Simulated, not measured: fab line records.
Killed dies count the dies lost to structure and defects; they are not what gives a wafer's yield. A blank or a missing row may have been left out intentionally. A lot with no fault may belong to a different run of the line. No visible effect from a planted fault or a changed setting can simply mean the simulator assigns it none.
fab line records	flow sky130
record lots=12	wafers=36	lastDay=50
route steps=708 shown SD_N@356 LI_CONTACT@364 PAD_OPEN@708
lots with no fault: from the same line, run without faults
startH: hours from the record's opening day to when the first of the lot's shown wafers began	waitH: time in hours since the lot's previous step	" identical to the entry in the row above	L1.1+2: several wafers, shown together as one row	- no value present, or no start provided	* or withheld: withheld	< > ~ a bound
route shown NAME@n: a module of which the file shows steps, and the number in the route of the first	usual: the fault-free wafers' mean and standard deviation	same: alike in all rows	chamber/n: place in a boat	sites: readings site by site	_std_site: standard deviation across them	_edge_site: mean of outer sites minus mean of inner sites	radiusMm: for every site, how far away it sits from the centre of the wafer	mask NAME#n: copy n	behind: the most recent tool/chamber to have shaped the wafer	hold: reason for holding the lot/hours on hold/outcome of the hold	device: whichever transistor did not switch (one of n, p or np)	end of line: tests of these same wafers at the route's end	a step with no rows: only its recipe	killed: dies lost to structure and defects at the first sort, not the wafer's yield	map: dies across one wafer; x = killed, . = not, _ = none there
set.NAME: the setting that was run; set.NAME@STEP: the one run at that earlier step	model.NAME: the simulator's own value behind a step, which no gauge read
the route's steps for a sample of lots (tables are steps, rows are wafers)
services: from which hour (startH, from the record's first day; less than 0 if before it) a tool's chamber was out of use, for how many hours, and why
## steps
# step SKY_SD_N_RTA_14
# recipe tempC=1075	timeS=2	idleTempC=650	rampUpCPerS=150	rampDownCPerS=90	ambient=N2
# usual chamberO2Ppm=2.007/0.02	lampPowerPct=15.74/0.057	wafer_temp_C_max=1078.1/1.3
lot.wafer	tool	chamber	startH	waitH	chamberO2Ppm	lampPowerPct	wafer_temp_C_max
L372.1	rtpAnneal-01	0	646.10	0.0	1.993	15.68	1078.1
L372.2	"	0	"	"	1.998	15.66	1080.1
L372.4	"	0	"	"	2.009	15.79	1078.3
L373.2	rtpAnneal-02	0	651.79	0.0	2.023	15.65	1078.1
L373.4	"	0	"	"	2.005	15.82	1078.7
L373.5	"	0	"	"	2.021	15.89	1079.8
L376.2	rtpAnneal-01	0	671.70	0.0	1.996	15.67	1077.3
L376.3	"	0	"	"	2.025	15.82	1078.5
L376.6	"	0	"	"	2.022	15.66	1077.3
L377.1	rtpAnneal-02	0	696.90	0.0	2.004	15.84	1080.5
L377.5	"	0	"	"	1.969	15.81	1080.6
L377.6	"	0	"	"	1.995	15.80	1079.0
L378.2	rtpAnneal-01	0	697.69	0.0	1.999	15.93	1077.4
L378.4	"	0	"	"	1.978	15.70	1080.0
L378.6	"	0	"	"	1.989	15.81	1077.5
L379.2	rtpAnneal-02	0	708.51	0.0	1.975	15.91	1079.6
L379.4	"	0	"	"	2.002	15.70	1078.3
L379.5	"	0	"	"	2.024	15.75	1076.9
L382.3	rtpAnneal-01	0	741.09	0.0	2.034	15.75	1077.3
L382.5	"	0	"	"	2.009	15.85	1076.0
L382.6	"	0	"	"	2.001	15.67	1077.2
L381.1	rtpAnneal-02	0	741.20	0.0	2.007	15.79	1076.5
L381.5	"	0	"	"	2.026	15.79	1078.3
L381.6	"	0	"	"	2.020	15.78	1076.7
L392.1	rtpAnneal-01	0	800.40	0.0	2.011	15.72	1079.0
L392.3	"	0	"	"	1.972	15.78	1078.8
L392.4	"	0	"	"	2.013	15.74	1077.8
L393.2	rtpAnneal-02	0	801.36	0.0	1.992	15.72	1076.7
L393.4	"	0	"	"	2.010	15.78	1078.9
L393.5	"	0	"	"	2.017	15.73	1077.4
L394.1	rtpAnneal-01	0	819.55	0.0	2.000	15.75	1078.7
L394.2	"	0	"	"	2.025	15.77	1075.0
L394.6	"	0	"	"	2.012	15.70	1079.1
L395.3	rtpAnneal-02	0	826.29	0.0	2.065	15.73	1077.7
L395.5	"	0	"	"	2.037	15.79	1077.8
L395.6	"	0	"	"	2.007	15.80	1078.6
# step SKY_LI_CONTACT_CMP_02
# recipe material=PSG	downForcePsi=4	platenRpm=60	padVelocityMS=0.94248
# usual motorCurrentA=12.0/1.5	retainingRingPressureFrac=0.999/0.0047	timeToEndpointS=32.7/2.5
lot.wafer	tool	chamber	startH	waitH	motorCurrentA	retainingRingPressureFrac	timeToEndpointS
L372.4	cmp-01	3	646.86	0.1	10.8	0.997	31.8
L372.2	"	0	"	"	14.7	1.001	38.5
L372.1	"	1	"	"	11.0	1.008	34.9
L373.4	cmp-01	3	652.54	0.1	10.2	0.998	31.7
L373.2	"	0	"	"	15.1	0.996	36.2
L373.5	"	3	"	"	11.1	1.002	32.3
L376.3	cmp-01	2	672.41	0.0	12.7	0.993	30.6
L376.2	"	1	"	"	11.5	1.002	32.3
L376.6	"	3	"	"	10.8	0.993	27.6
L377.1	cmp-01	1	697.66	0.1	11.1	0.991	33.2
L377.6	"	0	"	"	14.7	0.999	34.6
L377.5	"	1	"	"	11.2	0.996	32.9
L378.4	cmp-02	3	698.65	0.3	11.3	0.998	28.1
L378.2	"	2	"	"	9.9	0.999	30.7
L378.6	"	3	"	"	11.5	0.990	32.0
L379.2	cmp-02	1	709.21	0.0	11.2	1.012	32.6
L379.4	"	0	"	"	12.7	1.001	34.8
L379.5	"	2	"	"	10.2	1.003	30.5
L382.3	cmp-01	2	741.99	0.2	12.2	0.999	31.0
L382.6	"	3	"	"	9.9	0.993	31.6
L382.5	"	0	"	"	15.4	1.008	35.3
L381.1	cmp-02	1	742.01	0.1	11.8	0.997	29.0
L381.6	"	3	"	"	10.8	1.002	30.7
L381.5	"	0	"	"	13.0	0.998	33.1
L392.4	cmp-01	2	801.18	0.1	12.0	1.001	33.8
L392.1	"	3	"	"	10.7	1.001	33.4
L392.3	"	0	"	"	14.2	1.005	36.0
L393.4	cmp-02	0	802.08	0.0	13.8	0.991	33.6
L393.2	"	2	"	"	9.2	1.004	33.4
L393.5	"	1	"	"	11.7	1.008	31.3
L394.2	cmp-02	3	820.26	0.0	11.4	0.996	30.8
L394.1	"	2	"	"	9.9	1.007	30.3
L394.6	"	0	"	"	13.1	0.998	32.6
L395.3	cmp-01	2	827.04	0.1	13.3	0.993	33.6
L395.5	"	1	"	"	10.9	0.991	34.7
L395.6	"	2	"	"	13.3	0.997	31.0
# step SKY_LI_CONTACT_BOW_MEAS_03
# recipe mode=bow
# usual LI_CONTACT_BOW=56/6.7
lot.wafer	tool	chamber	startH	waitH	LI_CONTACT_BOW[um]
L372.1	filmMetro-03	-	647.11	0.1	73
L372.2	"	-	"	"	45
L372.4	"	-	"	"	66
L373.2	filmMetro-01	-	652.81	0.2	48
L373.4	"	-	"	"	59
L373.5	"	-	"	"	62
L376.2	filmMetro-03	-	672.73	0.1	58
L376.3	"	-	"	"	56
L376.6	"	-	"	"	58
L377.1	filmMetro-04	-	697.91	0.2	50
L377.5	"	-	"	"	49
L377.6	"	-	"	"	54
L378.2	filmMetro-01	-	698.97	0.1	60
L378.4	"	-	"	"	55
L378.6	"	-	"	"	54
L379.2	filmMetro-01	-	709.53	0.3	49
L379.4	"	-	"	"	67
L379.5	"	-	"	"	65
L382.3	filmMetro-04	-	742.18	0.1	53
L382.5	"	-	"	"	40
L382.6	"	-	"	"	57
L381.1	filmMetro-01	-	742.21	0.1	67
L381.5	"	-	"	"	55
L381.6	"	-	"	"	48
L392.1	filmMetro-04	-	801.43	0.1	50
L392.3	"	-	"	"	54
L392.4	"	-	"	"	48
L393.2	filmMetro-04	-	802.40	0.2	62
L393.4	"	-	"	"	56
L393.5	"	-	"	"	52
L394.1	filmMetro-04	-	820.56	0.1	52
L394.2	"	-	"	"	56
L394.6	"	-	"	"	56
L395.3	filmMetro-01	-	827.33	0.2	65
L395.5	"	-	"	"	56
L395.6	"	-	"	"	56
# step SKY_LI_CONTACT_EXPOSE_09
# recipe maskId=LICM1	na=0.8	sourceShape=annular	sigmaInner=0.55	sigmaOuter=0.85	targetCdNm=170	doseMj=38
lot.wafer	tool	chamber	startH	waitH	mask
L372.1+2+4	krfScanner-01	0	661.55	-	LICM1#0
L373.2+4+5	krfScanner-02	0	667.65	-	LICM1#0
L376.2+3+6	krfScanner-01	0	686.77	-	LICM1#0
L377.1+5+6	krfScanner-02	0	711.73	-	LICM1#0
L378.2+4+6	krfScanner-02	0	713.05	-	LICM1#0
L379.2+4+5	krfScanner-01	0	723.40	-	LICM1#0
L382.3+5+6	krfScanner-02	0	756.04	-	LICM1#0
L381.1+5+6	krfScanner-01	0	756.25	-	LICM1_R1#0
L392.1+3+4	krfScanner-01	0	815.18	-	LICM1#0
L393.2+4+5	krfScanner-01	0	816.83	-	LICM1#0
L394.1+2+6	krfScanner-02	0	833.53	-	LICM1#0
L395.3+5+6	krfScanner-01	0	841.02	-	LICM1#0
# step SKY_LI_CONTACT_CD_MEAS_12
# recipe targetCdNm=170
# usual cdNm=170.8/1.4
lot.wafer	tool	chamber	startH	waitH	cdNm
L372.1	cdSem-01	-	675.56	-	170.5
L372.2	"	-	"	"	171.7
L372.4	"	-	"	"	173.2
L373.2	cdSem-02	-	680.77	-	171.1
L373.4	"	-	"	"	171.3
L373.5	"	-	"	"	170.7
L376.2	cdSem-02	-	700.73	-	169.1
L376.3	"	-	"	"	169.6
L376.6	"	-	"	"	168.9
L377.1	cdSem-01	-	725.20	-	172.2
L377.5	"	-	"	"	171.5
L377.6	"	-	"	"	173.7
L378.2	cdSem-01	-	727.08	-	172.3
L378.4	"	-	"	"	171.3
L378.6	"	-	"	"	170.3
L379.2	cdSem-02	-	736.92	-	171.5
L379.4	"	-	"	"	173.7
L379.5	"	-	"	"	172.0
L382.3	cdSem-02	-	769.09	-	169.6
L382.5	"	-	"	"	170.8
L382.6	"	-	"	"	168.4
L381.1	cdSem-01	-	769.40	-	149.9
L381.5	"	-	"	"	150.8
L381.6	"	-	"	"	149.4
L392.1	cdSem-02	-	828.03	-	171.2
L392.3	"	-	"	"	172.5
L392.4	"	-	"	"	171.1
L393.2	cdSem-02	-	829.22	-	170.6
L393.4	"	-	"	"	171.0
L393.5	"	-	"	"	171.2
L394.1	cdSem-02	-	846.43	-	170.0
L394.2	"	-	"	"	171.0
L394.6	"	-	"	"	169.9
L395.3	cdSem-01	-	853.34	-	168.4
L395.5	"	-	"	"	170.3
L395.6	"	-	"	"	171.1
# step SKY_PAD_OPEN_PROBE_99
# usual killed_at_M0_to_M3=43/6.5	killed_at_M4_up=3.1/1.8	killedAtContacts=24/4.8	killedAtFrontEnd=15/4.7	killedAtOther=0.3/0.58	killedDies=86/8.6	killedOpen=47/6.7	killedShort=39/6.1
# same grossDies=492	killedAtBackSide=0
lot.wafer	tool	chamber	startH	waitH	killed_at_M0_to_M3	killed_at_M4_up	killedAtContacts	killedAtFrontEnd	killedAtOther	killedDies	killedOpen	killedShort
L372.1	prober-01	-	1074.86	0.6	50	4	35	11	0	100	55	45
L372.2	prober-01	-	1074.91	0.6	46	2	23	15	0	86	50	36
L372.4	prober-01	-	1075.01	0.7	42	1	28	4	2	77	44	33
L373.2	prober-01	-	1075.75	0.1	41	4	26	15	1	87	49	38
L373.4	prober-01	-	1075.85	0.2	31	4	23	14	0	72	34	38
L373.5	prober-01	-	1075.90	0.2	48	2	34	17	2	103	58	45
L376.2	prober-01	-	1095.96	0.1	43	6	29	13	0	91	55	36
L376.3	prober-01	-	1096.01	0.2	34	0	32	12	2	80	49	31
L376.6	prober-01	-	1096.16	0.2	46	2	26	11	0	85	45	40
L377.1	prober-02	-	1107.06	0.1	44	2	30	14	1	91	47	44
L377.5	prober-02	-	1107.26	0.2	48	6	33	12	0	99	54	45
L377.6	prober-02	-	1107.31	0.2	40	2	25	13	0	80	50	30
L378.2	prober-01	-	1110.33	0.1	47	1	23	16	0	87	47	40
L378.4	prober-01	-	1110.43	0.2	40	2	15	17	0	74	44	30
L378.6	prober-01	-	1110.53	0.2	35	6	23	15	0	79	35	44
L379.2	prober-02	-	1117.09	0.1	41	3	23	16	0	83	48	35
L379.4	prober-02	-	1117.19	0.2	47	5	23	24	0	99	55	44
L379.5	prober-02	-	1117.24	0.2	42	4	15	12	0	73	37	36
L382.3	prober-01	-	1141.13	0.2	38	4	28	20	0	90	49	41
L382.5	prober-01	-	1141.23	0.2	47	4	18	16	0	85	43	42
L382.6	prober-01	-	1141.28	0.2	43	2	28	13	0	86	45	41
L381.1	prober-01	-	1143.43	0.1	39	2	45	15	1	102	47	42
L381.5	prober-01	-	1143.63	0.2	44	8	28	11	1	92	52	31
L381.6	prober-01	-	1143.68	0.2	50	4	37	16	1	108	50	46
L392.1	prober-02	-	1183.72	0.1	44	7	22	11	0	84	47	37
L392.3	prober-02	-	1183.82	0.2	35	3	29	14	0	81	41	40
L392.4	prober-02	-	1183.87	0.2	34	7	24	13	0	78	41	37
L393.2	prober-01	-	1185.02	0.1	55	2	24	6	0	87	52	35
L393.4	prober-01	-	1185.12	0.2	44	2	17	14	0	77	43	34
L393.5	prober-01	-	1185.17	0.2	40	6	15	17	0	78	47	31
L394.1	prober-02	-	1193.96	0.1	49	3	25	15	1	93	49	44
L394.2	prober-02	-	1194.01	0.1	30	1	28	21	1	81	53	28
L394.6	prober-02	-	1194.21	0.2	35	6	31	13	0	85	55	30
L395.3	prober-01	-	1200.29	0.2	38	4	19	13	0	74	45	29
L395.5	prober-01	-	1200.39	0.2	39	4	23	12	0	78	49	29
L395.6	prober-01	-	1200.44	0.2	46	3	19	13	0	81	41	40
# killed by level:class
L372.1 VIA1:geometricParticle:open=13 LI_CONTACT:geometricParticle:open=11 VIA2:geometricParticle:open=9 CONTACT:geometricParticle:open=9 CONTACT:geometricParticle:short=8 VIA1:geometricParticle:short=8 METAL1:geometricParticle:short=7 FIELD_ISO:geometricParticle:open=5
L372.2 VIA3:geometricParticle:open=12 CONTACT:geometricParticle:open=7 VIA1:geometricParticle:open=7 FIELD_ISO:geometricParticle:open=6 METAL1:geometricParticle:short=6 LI_CONTACT:geometricParticle:open=5 CONTACT:geometricParticle:short=5 VIA1:geometricParticle:short=4
L372.4 VIA1:geometricParticle:open=14 CONTACT:geometricParticle:open=9 CONTACT:geometricParticle:short=7 LI_CONTACT:geometricParticle:open=6 VIA2:geometricParticle:open=6 METAL1:geometricParticle:short=4 METAL2:geometricParticle:short=4 LI_CONTACT:geometricParticle:short=3
L373.2 CONTACT:geometricParticle:open=8 VIA1:geometricParticle:open=8 LI_CONTACT:geometricParticle:open=7 POLY_GATE:geometricParticle:open=5 LOCAL_INTERCONNECT:geometricParticle:short=5 VIA2:geometricParticle:open=4 POLY_GATE:geometricParticle:short=4 METAL2:geometricParticle:short=4
L373.4 VIA1:geometricParticle:open=10 METAL2:geometricParticle:short=7 LI_CONTACT:geometricParticle:open=7 LOCAL_INTERCONNECT:geometricParticle:short=5 CONTACT:geometricParticle:open=5 POLY_GATE:geometricParticle:short=4 CONTACT:geometricParticle:short=4 FIELD_ISO:geometricParticle:open=3
L373.5 VIA3:geometricParticle:open=15 VIA1:geometricParticle:open=11 LOCAL_INTERCONNECT:geometricParticle:short=9 LI_CONTACT:geometricParticle:open=8 CONTACT:geometricParticle:open=7 FIELD_ISO:geometricParticle:short=6 LI_CONTACT:geometricParticle:short=6 FIELD_ISO:geometricParticle:open=5
L376.2 VIA1:geometricParticle:open=19 CONTACT:geometricParticle:open=11 LI_CONTACT:geometricParticle:open=7 POLY_GATE:geometricParticle:open=4 CONTACT:geometricParticle:short=4 LOCAL_INTERCONNECT:geometricParticle:short=4 METAL1:geometricParticle:short=4 VIA3:geometricParticle:open=4
L376.3 CONTACT:geometricParticle:open=15 VIA1:geometricParticle:open=10 VIA1:geometricParticle:short=7 LI_CONTACT:geometricParticle:open=6 POLY_GATE:geometricParticle:open=5 VIA2:geometricParticle:open=5 CONTACT:geometricParticle:short=4 LOCAL_INTERCONNECT:geometricParticle:short=4
L376.6 VIA2:geometricParticle:open=10 VIA1:geometricParticle:open=8 LOCAL_INTERCONNECT:geometricParticle:short=8 VIA3:geometricParticle:open=7 CONTACT:geometricParticle:open=7 POLY_GATE:geometricParticle:short=6 VIA1:geometricParticle:short=6 METAL2:geometricParticle:short=6
L377.1 CONTACT:geometricParticle:open=10 VIA2:geometricParticle:open=9 LI_CONTACT:geometricParticle:open=8 CONTACT:geometricParticle:short=7 METAL2:geometricParticle:short=7 FIELD_ISO:geometricParticle:short=5 METAL1:geometricParticle:short=5 VIA1:geometricParticle:open=5
L377.5 LI_CONTACT:geometricParticle:open=14 CONTACT:geometricParticle:open=9 VIA3:geometricParticle:open=8 VIA1:geometricParticle:open=7 VIA2:geometricParticle:open=7 METAL1:geometricParticle:short=5 LOCAL_INTERCONNECT:geometricParticle:short=4 CONTACT:geometricParticle:short=4
L377.6 CONTACT:geometricParticle:open=10 VIA1:geometricParticle:open=10 LI_CONTACT:geometricParticle:open=8 VIA2:geometricParticle:open=8 METAL1:geometricParticle:short=7 FIELD_ISO:geometricParticle:open=6 METAL2:geometricParticle:short=5 POLY_GATE:geometricParticle:short=3
L378.2 CONTACT:geometricParticle:open=11 VIA1:geometricParticle:open=10 VIA2:geometricParticle:open=10 METAL1:geometricParticle:short=5 VIA3:geometricParticle:open=5 POLY_GATE:geometricParticle:short=4 LI_CONTACT:geometricParticle:short=4 LOCAL_INTERCONNECT:geometricParticle:short=4
L378.4 VIA1:geometricParticle:open=8 VIA2:geometricParticle:open=7 FIELD_ISO:geometricParticle:short=5 FIELD_ISO:geometricParticle:open=4 POLY_GATE:geometricParticle:open=4 LI_CONTACT:geometricParticle:open=4 CONTACT:geometricParticle:open=4 METAL1:geometricParticle:short=4
L378.6 VIA3:geometricParticle:open=8 LOCAL_INTERCONNECT:geometricParticle:short=8 VIA1:geometricParticle:short=8 LI_CONTACT:geometricParticle:short=7 FIELD_ISO:geometricParticle:open=5 VIA2:geometricParticle:open=5 FIELD_ISO:geometricParticle:short=4 METAL4:geometricParticle:short=4
L379.2 LI_CONTACT:geometricParticle:open=11 VIA1:geometricParticle:open=8 VIA1:geometricParticle:short=6 VIA2:geometricParticle:short=5 CONTACT:geometricParticle:open=5 VIA2:geometricParticle:open=5 FIELD_ISO:geometricParticle:open=4 POLY_GATE:geometricParticle:open=3
L379.4 VIA1:geometricParticle:open=11 VIA3:geometricParticle:open=9 VIA2:geometricParticle:open=8 FIELD_ISO:geometricParticle:open=6 POLY_GATE:geometricParticle:short=6 LI_CONTACT:geometricParticle:open=6 LOCAL_INTERCONNECT:geometricParticle:short=6 FIELD_ISO:geometricParticle:short=5
L379.5 VIA1:geometricParticle:open=11 VIA2:geometricParticle:open=7 METAL1:geometricParticle:short=6 CONTACT:geometricParticle:open=6 POLY_GATE:geometricParticle:short=4 LI_CONTACT:geometricParticle:open=4 METAL2:geometricParticle:short=4 VIA3:geometricParticle:open=4
L382.3 VIA1:geometricParticle:open=13 CONTACT:geometricParticle:open=7 LI_CONTACT:geometricParticle:open=7 CONTACT:geometricParticle:short=7 VIA2:geometricParticle:open=7 FIELD_ISO:geometricParticle:short=6 POLY_GATE:geometricParticle:short=6 VIA3:geometricParticle:open=5
L382.5 VIA3:geometricParticle:open=9 METAL1:geometricParticle:short=8 VIA1:geometricParticle:open=7 LI_CONTACT:geometricParticle:open=7 CONTACT:geometricParticle:open=7 VIA1:geometricParticle:short=6 METAL3:geometricParticle:short=5 POLY_GATE:geometricParticle:open=4
L382.6 LI_CONTACT:geometricParticle:open=9 CONTACT:geometricParticle:open=9 VIA1:geometricParticle:open=9 METAL1:geometricParticle:short=8 METAL2:geometricParticle:short=6 VIA2:geometricParticle:open=6 VIA3:geometricParticle:short=6 POLY_GATE:geometricParticle:open=5
L381.1 CONTACT:geometricParticle:open=14 LI_CONTACT:areaExpose=13 VIA1:geometricParticle:open=9 LOCAL_INTERCONNECT:geometricParticle:short=8 METAL2:geometricParticle:short=7 METAL1:geometricParticle:short=5 POLY_GATE:geometricParticle:open=5 LI_CONTACT:geometricParticle:open=5
L381.5 VIA1:geometricParticle:open=13 VIA3:geometricParticle:open=10 LI_CONTACT:areaExpose=9 LI_CONTACT:geometricParticle:open=7 CONTACT:geometricParticle:open=5 METAL1:geometricParticle:short=4 VIA1:geometricParticle:short=4 VIA2:geometricParticle:open=4
L381.6 VIA1:geometricParticle:open=12 LI_CONTACT:areaExpose=12 METAL2:geometricParticle:short=11 CONTACT:geometricParticle:open=10 FIELD_ISO:geometricParticle:short=5 LI_CONTACT:geometricParticle:open=5 CONTACT:geometricParticle:short=5 METAL1:geometricParticle:short=5
L392.1 VIA3:geometricParticle:open=12 VIA1:geometricParticle:open=7 CONTACT:geometricParticle:open=7 METAL2:geometricParticle:short=7 METAL4:geometricParticle:short=6 LI_CONTACT:geometricParticle:open=5 CONTACT:geometricParticle:short=5 FIELD_ISO:geometricParticle:open=4
L392.3 LOCAL_INTERCONNECT:geometricParticle:short=8 CONTACT:geometricParticle:open=8 VIA1:geometricParticle:open=8 LI_CONTACT:geometricParticle:open=7 CONTACT:geometricParticle:short=6 VIA3:geometricParticle:short=4 FIELD_ISO:geometricParticle:short=4 METAL1:geometricParticle:short=4
L392.4 CONTACT:geometricParticle:open=10 LI_CONTACT:geometricParticle:open=6 METAL4:geometricParticle:short=6 METAL2:geometricParticle:short=6 VIA2:geometricParticle:open=5 CONTACT:geometricParticle:short=4 METAL1:geometricParticle:short=4 VIA1:geometricParticle:open=4
L393.2 VIA1:geometricParticle:open=20 LI_CONTACT:geometricParticle:open=9 CONTACT:geometricParticle:open=8 VIA1:geometricParticle:short=7 VIA3:geometricParticle:open=7 METAL3:geometricParticle:short=5 LI_CONTACT:geometricParticle:short=4 METAL2:geometricParticle:short=4
L393.4 VIA1:geometricParticle:open=11 METAL2:geometricParticle:short=7 CONTACT:geometricParticle:open=6 VIA3:geometricParticle:open=6 VIA2:geometricParticle:open=6 POLY_GATE:geometricParticle:short=5 POLY_GATE:geometricParticle:open=3 LI_CONTACT:geometricParticle:open=3
L393.5 VIA1:geometricParticle:open=10 VIA3:geometricParticle:open=8 VIA2:geometricParticle:open=7 FIELD_ISO:geometricParticle:open=6 LI_CONTACT:geometricParticle:open=6 FIELD_ISO:geometricParticle:short=4 VIA2:geometricParticle:short=4 METAL4:geometricParticle:short=4
L394.1 METAL1:geometricParticle:short=10 VIA1:geometricParticle:open=9 CONTACT:geometricParticle:open=8 POLY_GATE:geometricParticle:open=7 VIA3:geometricParticle:open=7 LOCAL_INTERCONNECT:geometricParticle:short=6 VIA2:geometricParticle:open=6 CONTACT:geometricParticle:short=5
L394.2 CONTACT:geometricParticle:open=13 FIELD_ISO:geometricParticle:open=8 VIA1:geometricParticle:open=7 POLY_GATE:geometricParticle:short=6 LI_CONTACT:geometricParticle:open=6 VIA3:geometricParticle:open=5 LOCAL_INTERCONNECT:geometricParticle:short=4 CONTACT:geometricParticle:short=4
L394.6 CONTACT:geometricParticle:open=15 VIA3:geometricParticle:open=9 VIA2:geometricParticle:open=8 LI_CONTACT:geometricParticle:open=6 METAL1:geometricParticle:short=6 CONTACT:geometricParticle:short=5 VIA1:geometricParticle:open=5 FIELD_ISO:geometricParticle:open=4
L395.3 VIA1:geometricParticle:open=9 CONTACT:geometricParticle:short=6 CONTACT:geometricParticle:open=5 VIA2:geometricParticle:open=5 POLY_GATE:geometricParticle:open=4 METAL1:geometricParticle:short=4 VIA3:geometricParticle:open=4 VIA2:geometricParticle:short=3
L395.5 VIA1:geometricParticle:open=12 CONTACT:geometricParticle:open=10 METAL2:geometricParticle:short=8 FIELD_ISO:geometricParticle:open=5 LI_CONTACT:geometricParticle:open=5 VIA1:geometricParticle:short=5 VIA3:geometricParticle:open=5 VIA2:geometricParticle:short=4
L395.6 VIA1:geometricParticle:open=12 VIA2:geometricParticle:short=6 VIA1:geometricParticle:short=6 LI_CONTACT:geometricParticle:open=6 LOCAL_INTERCONNECT:geometricParticle:short=5 METAL2:geometricParticle:short=5 VIA3:geometricParticle:open=5 POLY_GATE:geometricParticle:short=4
## services
tool	chamber	startH	hours	kind
cmp-01	-	635.46	0.9	repair
krfScanner-02	-	641.94	0.4	repair
krfScanner-01	-	643.86	1.3	pm
rtpAnneal-01	-	655.94	1.2	pm
cmp-01	-	662.79	0.7	repair
krfScanner-01	-	672.89	4.4	pm
krfScanner-01	-	693.40	0.9	repair
cmp-01	-	698.30	1.7	repair
cmp-01	-	717.35	1.3	repair
cmp-02	-	729.93	1.0	repair
cmp-01	-	744.00	4.0	pm
krfScanner-02	-	744.36	0.8	pm
krfScanner-01	-	751.35	0.8	pm
krfScanner-02	-	762.32	1.0	pm
krfScanner-01	-	762.94	1.1	repair
krfScanner-01	-	780.06	21.0	pm
krfScanner-02	-	782.63	0.1	repair
krfScanner-02	-	791.03	5.8	repair
cmp-02	-	796.46	1.3	repair
cmp-02	-	797.64	0.9	repair
krfScanner-01	-	801.06	1.0	pm
rtpAnneal-02	-	813.41	3.6	pm
krfScanner-01	-	819.76	1.3	pm
cmp-01	-	833.52	9.6	repair
## key
firstSign step=SKY_LI_CONTACT_EXPOSE_09	reading=mask	direction=changed
effect step=SKY_LI_CONTACT_CD_MEAS_12	reading=cdNm	direction=down	sigmas=15	usual=170.8	struck=150.0
effect step=SKY_PAD_OPEN_PROBE_99	reading=killedAtContacts	direction=up	sigmas=2.6	usual=24	struck=37
moreKillsBornAt SKY_LI_CONTACT_EXPOSE_09@krfScanner-01=34
metAt SKY_LI_CONTACT_EXPOSE_09
struckLots L381
testerLeftOut L381
notActingAt SKY_SD_N_RTA_14,SKY_LI_CONTACT_CMP_02,SKY_LI_CONTACT_BOW_MEAS_03
onsetBetween 723.40 756.25
fault kind=wrongMask	tool=any	chamber=-	onsetH=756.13	steps=SKY_LI_CONTACT_EXPOSE_09	auxCopy=LICM1_R1#0	cdOffsetNm=-20	scope=struckLotsOnly
# testerLeftOut: of these lots the tester's yield and bins aren't shown, on N5 and GAA mostly nor the transistor test; their killed dies are dies lost to structure and defects alone, not to doping, threshold or leakage, so they don't give the yield
